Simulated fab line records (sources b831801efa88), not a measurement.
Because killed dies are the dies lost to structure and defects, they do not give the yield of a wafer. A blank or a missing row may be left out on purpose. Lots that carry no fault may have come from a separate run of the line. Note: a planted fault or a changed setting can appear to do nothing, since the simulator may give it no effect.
A struck lot beside a sound one | flow sky130 | 16 out of 708 route steps
Sound: the wafers L177.1, L177.3, L177.4. Struck: wafer L167.6 (left out: L167.2, a lot-mate that was not struck); the cause follows at the end.
At each step with rows: each side's tool, then ch and its chambers, then its first start. Under that, the readings that differ: sound wafers | struck wafers | difference of the means | sigmas: that difference in standard deviations of wafers without a fault.
alike: a reading whose means differ by less than 2 such deviations, as well as words and numbers matching on both sides. not compared: withheld readings; readings where some wafer has no value; bounds like >300 that might hide an equal value; numbers whose values overlap and for which the record gives no deviation.
Wherever a step has rows on one side only, a row that says differs or no value, or a row with sigmas, the two part there. When numbers do not overlap yet have no deviation, they are printed without sigmas and do not part them. Lack of a reading on every wafer of one side parts them only where that side has two or more wafers.

first, 2 steps without rows for these wafers: SKY_METAL3_PEB_11; SKY_METAL3_DEVELOP_12 (develop time 60 s).
SKY_METAL3_CD_MEAS_13 targets a cd of 300 nm.
  sound: cdSem-01 at day 44 21:10; struck: cdSem-01 at day 41 23:41
  alike: cdNm
SKY_METAL3_OVL_MEAS_14:
  sound: overlay-01 at day 44 21:17; struck: overlay-01 at day 41 23:48
  alike: METAL3_OVL
SKY_METAL3_DESCUM_15: chemistry O2, time 8 s.
  sound on rieMetal-01 ch 0,1, day 44 21:19; struck on rieMetal-04 ch 0, day 41 23:50
reading         | sound             | struck | difference | sigmas
rfFwdPowerW (W) | 146.1 145.8 146.3 | 147.7  | +1.6       | +2
  alike: drypumpMotorCurrentA, oesProductAu
  not compared: rfHoursCounterH
SKY_METAL3_ETCH_16: etches BARC in N2/H2, stops on SiO2, time 88.2 s, target depth 60 nm.
  sound on rieMetal-01 ch 0,1, day 44 21:21; struck on rieMetal-04 ch 0, day 41 23:52
  alike: drypumpMotorCurrentA, oesProductAu, rfFwdPowerW, throttleValvePct
  not compared: rfHoursCounterH
then, 1 step without rows for these wafers: SKY_METAL3_ETCH_17 (etches SiO2 in C4F8/O2/Ar, stops on TiN, time 3.9 s, target depth 15 nm).
SKY_METAL3_METAL_ETCH_18: etches the open film in Cl2/BCl3, stops on SiO2, target depth 845 nm, time 183.1 s.
  sound on rieMetal-02 ch 1, day 44 21:28; struck on rieMetal-02 ch 0, day 41 23:59
reading                  | sound                | struck | difference | sigmas
bcl3FlowSccm (sccm)      | 30.22 30.17 30.23    | 29.95  | -0.26      | -3
drypumpMotorCurrentA (A) | 6.31 6.31 6.32       | 5.89   | -0.42      | -3
throttleValvePct (%)     | 22.239 22.259 22.269 | 22.279 | +0.023     | +2
  alike: oesProductAu, rfFwdPowerW
  not compared: rfHoursCounterH
SKY_METAL3_STRIP_19: strips in O2/N2.
  sound on plasmaAsher-03 ch 0,1, day 44 21:51; struck on plasmaAsher-02 ch 0, day 42 00:10
  alike: drypumpMotorCurrentA, o2FlowSccm, oesProductAu, stripTimeToEndpointS
  not compared: rfHoursCounterH
then, 3 steps without rows for these wafers: SKY_METAL3_STRIP_20 (strips in post etch residue remover, time 1200 s); SKY_METAL3_CLEAN_21 (cleans in IPA, time 180 s); SKY_METAL3_CLEAN_22 (cleans in O3/DIW).
SKY_VIA3_HDPCVD_00: deposits SiO2, target thk 1635 nm, time 272.5 s.
  sound on hdpcvd-02 ch 0,2, day 44 22:26; struck on hdpcvd-01 ch 1, day 42 00:45
reading                                 | sound             | struck | difference | sigmas
runLengthS (s)                          | 300.3 299.9 299.7 | 356.0  | +56.0      | +99 or more
model.SiO2_of_VIA3_HDPCVD_00.thkNm (nm) | 1638 1674 1639    | 1958   | +308       | 
  alike: sih4FlowSccm
SKY_VIA3_THK_MEAS_01:
  sound: filmMetro-01 at day 44 22:37; struck: filmMetro-02 at day 42 00:56
reading              | sound          | struck | difference | sigmas
VIA3_HDPCVD_THK (nm) | 1637 1673 1640 | 1956   | +306       | +22
SKY_VIA3_CMP_02: polishes SiO2.
  sound on cmp-02 ch 1,2,3, day 44 22:40; struck on cmp-02 ch 1, day 42 00:59
  alike: motorCurrentA
-- the record jumps here: 7 days lie between the struck wafers' starts before and after (it left off in module VIA3 and takes up again in module PAD_OPEN, whose first step shown is number 708 of the route) --
SKY_PAD_OPEN_PROBE_99:
  record: rows for the struck wafers here (prober-02, day 48 17:10), none for the sound ones

## WHERE THEY PART
Earliest at SKY_METAL3_DESCUM_15; latest, in this record, at SKY_PAD_OPEN_PROBE_99.

WHY: what had been put in by the simulator
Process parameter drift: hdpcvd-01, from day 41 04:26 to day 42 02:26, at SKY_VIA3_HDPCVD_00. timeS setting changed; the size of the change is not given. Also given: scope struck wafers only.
